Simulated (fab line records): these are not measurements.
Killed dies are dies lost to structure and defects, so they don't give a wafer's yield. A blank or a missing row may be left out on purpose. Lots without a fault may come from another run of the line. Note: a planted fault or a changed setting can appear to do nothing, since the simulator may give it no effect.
Struck lot and sound lot, side by side	flow sky130	14 steps out of a route of 708
Sound: the wafers L122.2, L122.3, L122.4. The struck wafers were L109.3, L109.4, L109.5. Last of all comes the cause.
For every step that has rows: the tool of each side, followed by ch and its chambers, followed by its first start. Under that, the readings that differ: sound wafers	struck wafers	difference of the means	sigmas: that difference in standard deviations of wafers without a fault.
alike: words and numbers the same on both sides, and readings whose means are apart by under 2 such deviations; not compared: readings that were withheld, readings missing a value for some wafer, numbers with overlapping values and no deviation given by the record, and bounds like >300 which may hide the same value.
Wherever a step has rows on one side only, a row that says differs or no value, or a row with sigmas, the two part there. When numbers do not overlap yet have no deviation, they are printed without sigmas and do not part them. Lack of a reading on every wafer of one side parts them only where that side has two or more wafers.

first, 2 steps without rows for these wafers: SKY_VIA4_PEB_09; SKY_VIA4_DEVELOP_10 (develop time 60 s).
SKY_VIA4_OVL_MEAS_11:
  sound on overlay-02 at day 47 06:52; struck on overlay-02 at day 44 09:38
reading	sound	struck	difference	sigmas
VIA4_OVL (nm)	2.4 1.8 2.1	-3.3 -0.7 -0.9	-3.7	-2
SKY_VIA4_ETCH_12: etches SiO2 in C4F8/O2/Ar, stops on TiN, target depth 580 nm.
  sound on rieDiel-04 ch 0,3, day 47 06:54; struck on rieDiel-01 ch 0,2, day 44 09:39
  alike: oesProductAu, rfFwdPowerW
SKY_VIA4_STRIP_13: strips in O2/N2.
  sound on plasmaAsher-02 ch 0,1, day 47 06:59; struck on plasmaAsher-03 ch 0,1, day 44 09:46
  alike: drypumpMotorCurrentA, oesProductAu, stripTimeToEndpointS
  not compared: rfHoursCounterH
then, 3 steps without rows for these wafers: SKY_VIA4_STRIP_14 (strips in post etch residue remover, time 1200 s); SKY_VIA4_CLEAN_15 (cleans in IPA, time 180 s); SKY_VIA4_CLEAN_16 (cleans in O3/DIW).
SKY_VIA4_SPUTTER_17: material TiN, target thk 20 nm, time 80 s.
  sound on pvdSputter-03 at day 47 07:53; struck on pvdSputter-03 at day 44 10:22
  alike: throttleValvePct
SKY_VIA4_CVD_18: deposits W, target thk 505 nm, time 152.14 s.
  sound on cvdW-02 ch 0,1, day 47 07:56; struck on cvdW-02 ch 0,1, day 44 10:28
  alike: heaterPowerOuterW, heaterPowerW
SKY_VIA4_RS_MEAS_19: measurement is done with a four-point probe.
  sound on filmMetro-03 at day 47 08:10; struck on filmMetro-01 at day 44 10:37
  alike: VIA4_W_RS
SKY_VIA4_THK_MEAS_20: measures by xrf.
  sound on filmMetro-03 at day 47 08:16; struck on filmMetro-01 at day 44 10:43
  alike: VIA4_W_THK
SKY_VIA4_CMP_21: polishes, stops on SiO2, t overpolish 25 s, target thk 0 nm.
  sound on cmp-01 ch 0,2,3, day 47 08:31; struck on cmp-02 ch 2,3, day 44 10:46
  no value came back on the struck wafers for any of 6 readings (edgeZonePressureFrac, headPressurePsi (psi) and others); on the sound wafers edgeZonePressureFrac reads 1.008 0.998 0.998
reading	sound	struck	difference	sigmas
model.W_of_VIA4_CVD_18.thkNm (nm)	0 0 0	504.4 498.2 502.3	+501.6	
model.SiO2_of_VIA4_HDPCVD_00.thkNm (nm)	573.9 574.9 573.9	579.4 581.3 579.8	+5.9	
-- the record jumps here: 3 days lie between the struck wafers' starts before and after (it left off in module VIA4 and takes up again in module PAD_OPEN, whose first step shown is number 708 of the route) --
SKY_PAD_OPEN_PROBE_99:
  only the struck wafers here have rows in the record (prober-02, day 47 06:02); the sound ones have none

## WHERE THEY PART
First at SKY_VIA4_OVL_MEAS_11; last, within this record, at SKY_PAD_OPEN_PROBE_99.

WHY: what the simulator had put in
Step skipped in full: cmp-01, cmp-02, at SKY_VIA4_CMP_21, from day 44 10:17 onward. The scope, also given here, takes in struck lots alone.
